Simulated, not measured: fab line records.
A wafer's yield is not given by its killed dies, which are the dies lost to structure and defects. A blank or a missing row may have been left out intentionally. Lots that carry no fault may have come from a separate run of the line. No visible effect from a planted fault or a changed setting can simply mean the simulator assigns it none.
fab line records	flow sky130
record: lots: 11	wafers: 33	lastDay: 50
route steps=708 shown LI_CONTACT@385 LOCAL_INTERCONNECT@389 CONTACT@408 PAD_OPEN@708
lots with no fault: from the same line, run without faults
startH: start of the lot's first displayed wafer, in hours after the record's first day	waitH: hours from the lot's prior step to this one	" identical to the entry in the row above	L1.1+2: several wafers, shown together as one row	- no value, or no start given	* or withheld: withheld	< > ~ a bound
route shown NAME@n: NAME is a module with steps in the file, n the number in the route of the first one	usual: the fault-free wafers' mean and standard deviation	same: alike in all rows	chamber/n: place in a boat	sites: the reading at each site	_std_site: the standard deviation of these	_edge_site: the outer-site mean with the inner-site mean subtracted	radiusMm: for every site, how far away it sits from the centre of the wafer	mask NAME#n: copy n	behind: the last tool/chamber to shape the wafer	hold: why the lot was held/for how many hours/how that ended	device: the transistor (n, p or np) that didn't switch	end of line: at the end of the route, the tests of the same wafers	step lacking rows: just its recipe	killed: dies that structure and defects cost at the first sort, which is not the same as the wafer's yield	map: shows each die of a wafer: x if killed, . if not, _ if none is there
set.NAME: the setting as run; set.NAME@STEP: as run at that earlier step	model.NAME: the simulator's own value behind a step, which no gauge read
route steps across a sampled set of lots; one table per step, one row per wafer
services: from which hour (startH, from the record's first day; less than 0 if before it) a tool's chamber was out of use, for how many hours, and why
== steps ==
step: SKY_LI_CONTACT_THK_MEAS_23
recipe: thkMeasGauge: xrf	reads: W_of_LI_CONTACT_CVD_21
usual: LI_CONTACT_W_THK: 396/5.5
lot.wafer	tool	chamber	startH	waitH	LI_CONTACT_W_THK[nm]
L100.1	filmMetro-03	-	697.11	0.1	395
L100.2	"	-	"	"	402
L100.4	"	-	"	"	404
L104.2	filmMetro-03	-	724.01	0.1	398
L104.3	"	-	"	"	395
L104.4	"	-	"	"	401
L107.1	filmMetro-01	-	739.48	0.1	388
L107.2	"	-	"	"	392
L107.3	"	-	"	"	394
L108.2	filmMetro-01	-	753.50	0.1	393
L108.4	"	-	"	"	396
L108.6	"	-	"	"	395
L111.1	filmMetro-02	-	773.94	0.1	385
L111.3	"	-	"	"	397
L111.5	"	-	"	"	399
L112.3	filmMetro-01	-	780.04	0.1	405
L112.4	"	-	"	"	395
L112.5	"	-	"	"	401
L113.2	filmMetro-01	-	793.67	0.1	393
L113.3	"	-	"	"	397
L113.5	"	-	"	"	396
L116.2	filmMetro-03	-	804.88	0.1	395
L116.4	"	-	"	"	397
L116.5	"	-	"	"	399
L121.1	filmMetro-01	-	842.12	0.1	397
L121.3	"	-	"	"	395
L121.4	"	-	"	"	401
L122.4	filmMetro-02	-	851.89	0.1	396
L122.5	"	-	"	"	385
L122.6	"	-	"	"	399
L123.1	filmMetro-03	-	859.11	0.1	408
L123.3	"	-	"	"	415
L123.4	"	-	"	"	402
step: SKY_LOCAL_INTERCONNECT_THK_MEAS_02
recipe: thkMeasGauge: xrf	reads: TiN_of_LOCAL_INTERCONNECT_SPUTTER_00
usual: LOCAL_INTERCONNECT_TIN_THK: 101.1/1.1
lot.wafer	tool	chamber	startH	waitH	LOCAL_INTERCONNECT_TIN_THK[nm]
L100.1	filmMetro-04	-	697.66	0.1	102.9
L100.2	"	-	"	"	102.0
L100.4	"	-	"	"	103.5
L104.2	filmMetro-01	-	724.55	0.1	101.9
L104.3	"	-	"	"	101.9
L104.4	"	-	"	"	101.7
L107.1	filmMetro-02	-	740.11	0.1	99.1
L107.2	"	-	"	"	100.0
L107.3	"	-	"	"	99.8
L108.2	filmMetro-02	-	754.04	0.1	100.2
L108.4	"	-	"	"	101.5
L108.6	"	-	"	"	100.8
L111.1	filmMetro-01	-	774.49	0.1	102.0
L111.3	"	-	"	"	102.4
L111.5	"	-	"	"	102.4
L112.3	filmMetro-04	-	780.58	0.1	102.5
L112.4	"	-	"	"	101.5
L112.5	"	-	"	"	101.3
L113.2	filmMetro-04	-	794.21	0.1	101.8
L113.3	"	-	"	"	101.5
L113.5	"	-	"	"	101.3
L116.2	filmMetro-01	-	805.42	0.1	101.7
L116.4	"	-	"	"	102.2
L116.5	"	-	"	"	102.5
L121.1	filmMetro-04	-	842.67	0.1	99.5
L121.3	"	-	"	"	99.7
L121.4	"	-	"	"	99.8
L122.4	filmMetro-02	-	852.43	0.1	101.8
L122.5	"	-	"	"	100.2
L122.6	"	-	"	"	100.6
L123.1	filmMetro-04	-	859.72	0.1	100.7
L123.3	"	-	"	"	100.9
L123.4	"	-	"	"	101.6
step: SKY_LOCAL_INTERCONNECT_ETCH_13
recipe: chemistry: N2/H2	target: BARC	ionEnergyEv: 200	biasW: 100	pressureMtorr: 30	n2FlowSccm: 100	h2FlowSccm: 200	icpW: 500	stopOn: SiO2	timeS: 45.9	targetDepthA: 600
usual: biasW: 100.1/0.31	drypumpMotorCurrentA: 5.7/0.52	oesProductAu: 0.855/0.0047	throttleValvePct: 13.225/0.0089
lot.wafer	tool	chamber	startH	waitH	biasW	drypumpMotorCurrentA	oesProductAu	rfHoursCounterH	throttleValvePct
L100.1	rieMetal-04	0	726.01	0.0	100.1	5.6	0.855	15	13.230
L100.2	"	1	"	"	100.6	5.0	0.855	15	13.204
L100.4	"	1	"	"	100.3	5.1	0.855	-	13.220
L104.2	rieMetal-02	1	751.78	0.0	99.5	6.6	0.862	12	13.218
L104.3	"	1	"	"	99.2	6.6	0.853	-	13.232
L104.4	"	0	"	"	100.2	5.2	0.858	-	13.222
L107.1	rieMetal-04	1	768.37	0.0	99.9	5.1	0.857	18	13.221
L107.2	"	1	"	"	100.1	5.1	0.847	-	13.226
L107.3	"	1	"	"	100.2	5.1	0.863	-	13.242
L108.2	rieMetal-02	0	781.18	0.0	100.4	5.2	0.862	12	13.209
L108.4	"	1	"	"	99.5	6.6	0.849	-	13.222
L108.6	"	0	"	"	100.1	5.2	0.854	-	13.224
L111.1	rieMetal-02	1	801.68	0.0	99.7	6.6	0.854	13	13.233
L111.3	"	1	"	"	100.0	6.6	0.849	-	13.217
L111.5	"	1	"	"	100.2	6.6	0.859	-	13.225
L112.3	rieMetal-04	1	806.93	0.0	99.8	5.0	0.857	-	13.235
L112.4	"	0	"	"	99.7	5.6	0.864	-	13.228
L112.5	"	1	"	"	99.9	5.1	0.855	-	13.240
L113.2	rieMetal-04	0	820.28	0.0	100.0	5.5	0.852	-	13.241
L113.3	"	0	"	"	99.9	5.6	0.857	-	13.228
L113.5	"	0	"	"	100.4	5.6	0.842	-	13.238
L116.2	rieMetal-01	1	831.72	0.0	100.0	6.1	0.850	10	13.196
L116.4	"	1	"	"	100.2	6.2	0.856	-	13.230
L116.5	"	1	"	"	100.3	6.2	0.851	-	13.231
L121.1	rieMetal-01	1	868.94	0.0	100.0	6.1	0.852	11	13.217
L121.3	"	1	"	"	99.6	6.1	0.849	-	13.224
L121.4	"	0	"	"	100.6	5.9	0.848	-	13.224
L122.4	rieMetal-02	0	877.89	0.0	100.0	5.2	0.853	-	13.224
L122.5	"	1	"	"	100.0	6.6	0.863	-	13.235
L122.6	"	0	"	"	100.1	5.2	0.851	-	13.220
L123.1	rieMetal-04	0	885.41	0.0	99.8	5.6	0.851	5	13.224
L123.3	"	1	"	"	100.0	5.1	0.849	-	13.228
L123.4	"	0	"	"	99.8	5.6	0.856	-	13.236
step: SKY_CONTACT_HDPCVD_02
recipe: material: SiO2	targetThkNm: 565	sigmaOpenFrac: 0.3	timeS: 94.2	tempC: 600	sih4FlowSccm: 60	pressureMtorr: 6
usual: pressureMtorr: 6.000/0.011	runLengthS: 121.7/0.45
lot.wafer	tool	chamber	startH	waitH	pressureMtorr	runLengthS
L100.1	hdpcvd-01	0	726.84	0.1	6.001	121.8
L100.2	"	1	"	"	6.001	122.5
L100.4	"	0	"	"	5.996	121.6
L104.2	hdpcvd-01	0	752.59	0.0	6.005	121.5
L104.3	"	1	"	"	6.014	121.7
L104.4	"	1	"	"	5.991	122.0
L107.1	hdpcvd-01	0	769.33	0.1	6.016	121.8
L107.2	"	0	"	"	6.021	121.7
L107.3	"	0	"	"	6.000	121.7
L108.2	hdpcvd-01	1	782.05	0.0	6.006	121.8
L108.4	"	1	"	"	5.985	121.9
L108.6	"	1	"	"	5.991	121.8
L111.1	hdpcvd-01	2	802.52	0.1	5.999	121.4
L111.3	"	1	"	"	5.987	121.7
L111.5	"	2	"	"	6.018	116.1
L112.3	hdpcvd-01	0	807.71	0.0	6.010	121.6
L112.4	"	2	"	"	5.991	115.8
L112.5	"	1	"	"	5.987	116.8
L113.2	hdpcvd-01	0	821.17	0.0	6.017	121.4
L113.3	"	2	"	"	5.997	121.0
L113.5	"	1	"	"	5.995	116.8
L116.2	hdpcvd-02	0	832.56	0.0	6.008	121.8
L116.4	"	2	"	"	5.997	122.2
L116.5	"	0	"	"	5.995	121.6
L121.1	hdpcvd-02	0	869.74	0.1	6.002	122.2
L121.3	"	2	"	"	6.006	121.6
L121.4	"	2	"	"	6.006	122.1
L122.4	hdpcvd-01	2	878.70	0.1	6.006	121.1
L122.5	"	0	"	"	5.989	121.6
L122.6	"	1	"	"	5.995	121.8
L123.1	hdpcvd-01	0	886.21	0.1	5.998	122.0
L123.3	"	2	"	"	6.003	121.4
L123.4	"	1	"	"	6.027	121.7
step: SKY_CONTACT_THK_MEAS_03
recipe: reads: SiO2_of_CONTACT_HDPCVD_02
usual: CONTACT_HDPCVD_THK: 564/5.4
lot.wafer	tool	chamber	startH	waitH	CONTACT_HDPCVD_THK[nm]
L100.1	filmMetro-04	-	726.94	0.1	558
L100.2	"	-	"	"	559
L100.4	"	-	"	"	560
L104.2	filmMetro-04	-	752.67	0.0	560
L104.3	"	-	"	"	566
L104.4	"	-	"	"	564
L107.1	filmMetro-03	-	769.54	0.2	559
L107.2	"	-	"	"	555
L107.3	"	-	"	"	560
L108.2	filmMetro-04	-	782.17	0.1	565
L108.4	"	-	"	"	565
L108.6	"	-	"	"	566
L111.1	filmMetro-02	-	802.59	0.0	561
L111.3	"	-	"	"	551
L111.5	"	-	"	"	523
L112.3	filmMetro-03	-	807.80	0.1	558
L112.4	"	-	"	"	532
L112.5	"	-	"	"	528
L113.2	filmMetro-03	-	821.25	0.0	571
L113.3	"	-	"	"	572
L113.5	"	-	"	"	539
L116.2	filmMetro-02	-	832.64	0.0	571
L116.4	"	-	"	"	571
L116.5	"	-	"	"	565
L121.1	filmMetro-03	-	869.81	0.0	566
L121.3	"	-	"	"	560
L121.4	"	-	"	"	562
L122.4	filmMetro-04	-	878.77	0.0	568
L122.5	"	-	"	"	567
L122.6	"	-	"	"	562
L123.1	filmMetro-02	-	886.28	0.0	561
L123.3	"	-	"	"	571
L123.4	"	-	"	"	567
step: SKY_CONTACT_CMP_04
recipe: material: SiO2	downForcePsi: 4	platenRpm: 60	padVelocityMS: 0.94248
usual: headPressurePsi: 4.001/0.0081	motorCurrentA: 12.0/1.1	platenRpm: 60.00/0.041	retainingRingPressureFrac: 1.000/0.0054	timeToEndpointS: 81/3.9
lot.wafer	tool	chamber	startH	waitH	headPressurePsi	motorCurrentA	platenRpm	retainingRingPressureFrac	timeToEndpointS
L100.2	cmp-02	0	727.00	0.0	4.005	11.5	59.98	0.995	80
L100.4	"	1	"	"	4.011	12.0	59.99	0.998	79
L100.1	"	3	"	"	4.005	11.3	60.04	1.000	80
L104.3	cmp-01	3	752.72	0.0	4.012	11.8	60.04	1.005	84
L104.2	"	1	"	"	3.994	11.3	60.04	0.995	82
L104.4	"	2	"	"	4.001	13.2	60.04	1.001	82
L107.2	cmp-01	1	769.60	0.0	4.006	11.9	60.04	0.994	77
L107.1	"	2	"	"	3.989	12.7	60.01	0.998	76
L107.3	"	0	"	"	4.018	13.2	60.01	1.000	80
L108.4	cmp-01	0	782.27	0.1	3.986	13.7	59.97	1.001	82
L108.2	"	2	"	"	4.016	13.6	59.96	1.005	79
L108.6	"	0	"	"	3.995	12.6	60.05	1.000	81
L111.1	cmp-01	0	802.72	0.1	4.012	13.4	60.04	1.001	82
L111.3	"	2	"	"	4.001	13.2	60.07	0.991	76
L111.5	"	1	"	"	4.002	11.2	60.03	0.998	69
L112.3	cmp-01	1	807.89	0.1	3.999	11.1	60.09	1.002	84
L112.4	"	3	"	"	3.998	11.5	59.93	0.995	66
L112.5	"	1	"	"	3.996	12.1	60.01	0.998	69
L113.3	cmp-02	1	821.35	0.1	4.000	11.8	60.00	1.011	90
L113.2	"	2	"	"	4.007	10.1	60.01	1.001	86
L113.5	"	1	"	"	3.998	11.0	60.01	1.002	77
L116.4	cmp-01	1	832.79	0.1	3.996	11.8	59.96	0.997	78
L116.2	"	2	"	"	4.001	13.1	60.01	0.999	80
L116.5	"	3	"	"	3.990	11.5	60.04	1.009	75
L121.3	cmp-01	3	869.87	0.0	3.997	11.9	59.97	1.005	77
L121.4	"	0	"	"	3.993	13.0	60.00	0.992	75
L121.1	"	1	"	"	4.014	11.7	60.03	1.000	81
L122.4	cmp-01	0	878.85	0.1	3.997	12.8	60.04	0.997	76
L122.6	"	3	"	"	4.007	11.9	59.96	1.007	77
L122.5	"	0	"	"	3.986	13.3	60.00	1.000	79
L123.3	cmp-01	1	886.34	0.0	3.996	11.9	59.99	0.996	84
L123.4	"	3	"	"	3.992	11.7	59.96	0.993	80
L123.1	"	0	"	"	4.011	13.4	59.96	1.008	77
step: SKY_PAD_OPEN_PROBE_99
usual: killed_at_M0_to_M3: 43/7.1	killed_at_M4_up: 3.3/2	killedAtContacts: 24/5.1	killedAtFrontEnd: 15/4.6	killedAtOther: 0.3/0.6	killedDies: 86/9.6	killedOpen: 46/7.3	killedShort: 39/6.7
same: grossDies: 492	killedAtBackSide: 0
lot.wafer	tool	chamber	startH	waitH	killed_at_M0_to_M3	killed_at_M4_up	killedAtContacts	killedAtFrontEnd	killedAtOther	killedDies	killedOpen	killedShort
L112.3	prober-01	-	1153.81	0.2	54	3	31	12	0	100	57	43
L112.4	prober-01	-	1153.86	0.2	59	3	22	14	0	98	51	47
L112.5	prober-01	-	1153.91	0.2	54	3	19	17	0	93	44	49
L113.2	prober-02	-	1160.48	0.1	39	1	20	19	0	79	43	35
L113.3	prober-02	-	1160.53	0.2	46	5	16	14	1	82	47	35
L113.5	prober-02	-	1160.63	0.2	45	6	15	17	1	84	36	47
killed by level:class
L112.3 LI_CONTACT:geometricParticle:open=15 VIA1:geometricParticle:open=12 VIA2:geometricParticle:open=9 METAL2:geometricParticle:short=8 VIA3:geometricParticle:open=8 METAL1:geometricParticle:short=6 FIELD_ISO:geometricParticle:short=5 CONTACT:geometricParticle:open=5
L112.4 METAL2:geometricParticle:short=10 VIA3:geometricParticle:open=10 VIA1:geometricParticle:open=9 VIA2:geometricParticle:open=8 FIELD_ISO:geometricParticle:open=6 CONTACT:geometricParticle:open=6 LI_CONTACT:geometricParticle:open=6 METAL1:geometricParticle:short=5
L112.5 VIA1:geometricParticle:open=13 VIA1:geometricParticle:short=8 CONTACT:geometricParticle:open=7 FIELD_ISO:geometricParticle:short=6 METAL1:geometricParticle:short=6 METAL3:geometricParticle:short=6 VIA3:geometricParticle:open=6 VIA2:geometricParticle:open=5
L113.2 CONTACT:geometricParticle:open=12 VIA2:geometricParticle:open=6 VIA3:geometricParticle:open=6 METAL1:geometricParticle:short=5 METAL2:geometricParticle:short=5 POLY_GATE:geometricParticle:short=4 POLY_CUT:geometricParticle:short=4 LI_CONTACT:geometricParticle:open=4
L113.3 VIA1:geometricParticle:open=15 CONTACT:geometricParticle:open=8 METAL2:geometricParticle:short=6 FIELD_ISO:geometricParticle:open=5 VIA3:geometricParticle:open=5 LI_CONTACT:geometricParticle:open=4 VIA1:geometricParticle:short=4 METAL3:geometricParticle:short=4
L113.5 VIA1:geometricParticle:open=15 FIELD_ISO:geometricParticle:short=8 VIA1:geometricParticle:short=6 METAL2:geometricParticle:short=6 METAL4:geometricParticle:short=5 LI_CONTACT:geometricParticle:open=5 CONTACT:geometricParticle:open=5 METAL1:geometricParticle:short=5
== services ==
tool	chamber	startH	hours	kind
cmp-02	-	705.30	5.1	pm
rieMetal-02	-	716.44	28.1	pm
hdpcvd-01	2	717.48	19.9	repair
cmp-01	-	727.94	9.3	pm
rieMetal-01	0	735.80	5.2	repair
cmp-01	-	737.24	8.0	pm
rieMetal-04	0	740.17	-	clean
rieMetal-04	0	740.17	32.4	scheduledDown
rieMetal-04	0	740.17	32.4	ventCycle
cmp-01	-	745.20	4.0	pm
cmp-01	-	749.20	-	consumableReplace:conditioner
cmp-01	-	749.20	-	consumableReplace:pad
hdpcvd-01	2	755.20	27.1	repair
rieMetal-02	-	756.43	0.3	repair
cmp-02	-	762.45	1.9	repair
hdpcvd-01	1	768.99	4.5	repair
hdpcvd-02	-	778.30	5.5	pm
cmp-01	-	788.27	5.7	pm
hdpcvd-02	-	790.33	14.6	pm
rieMetal-04	1	807.52	-	clean
rieMetal-04	1	807.52	15.1	scheduledDown
hdpcvd-02	0	833.49	4.1	repair
cmp-01	-	853.36	0.3	repair
hdpcvd-02	-	861.50	0.9	repair
== key ==
firstSign: step: SKY_CONTACT_HDPCVD_02	reading: runLengthS	direction: down	sigmas: 12	usual: *	struck: *
effect: step: SKY_CONTACT_THK_MEAS_03	reading: CONTACT_HDPCVD_THK	direction: down	sigmas: 6.3	usual: 564	struck: 531
effect: step: SKY_CONTACT_CMP_04	reading: timeToEndpointS	direction: down	sigmas: 2.8	usual: *	struck: *
metAt SKY_CONTACT_HDPCVD_02
struckLots L111,L112,L113
struckWafers L111.5,L112.4,L112.5,L113.5
testerLeftOut L111,L112,L113
notActingAt SKY_LI_CONTACT_THK_MEAS_23,SKY_LOCAL_INTERCONNECT_THK_MEAS_02,SKY_LOCAL_INTERCONNECT_ETCH_13
onsetBetween 782.05 802.52
fault: kind: processParameterDrift	tool: hdpcvd-01	chamber: -	onsetH: 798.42	steps: SKY_CONTACT_HDPCVD_02	channel: timeS	offset: *	shape: step	endH: 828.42	scope: struckWafersOnly	actsIn: *	stated: *
testerLeftOut: of these lots the tester's yield and bins aren't shown, on N5 and GAA mostly nor the transistor test; their killed dies are dies lost to structure and defects alone, not to doping, threshold or leakage, so they don't give the yield
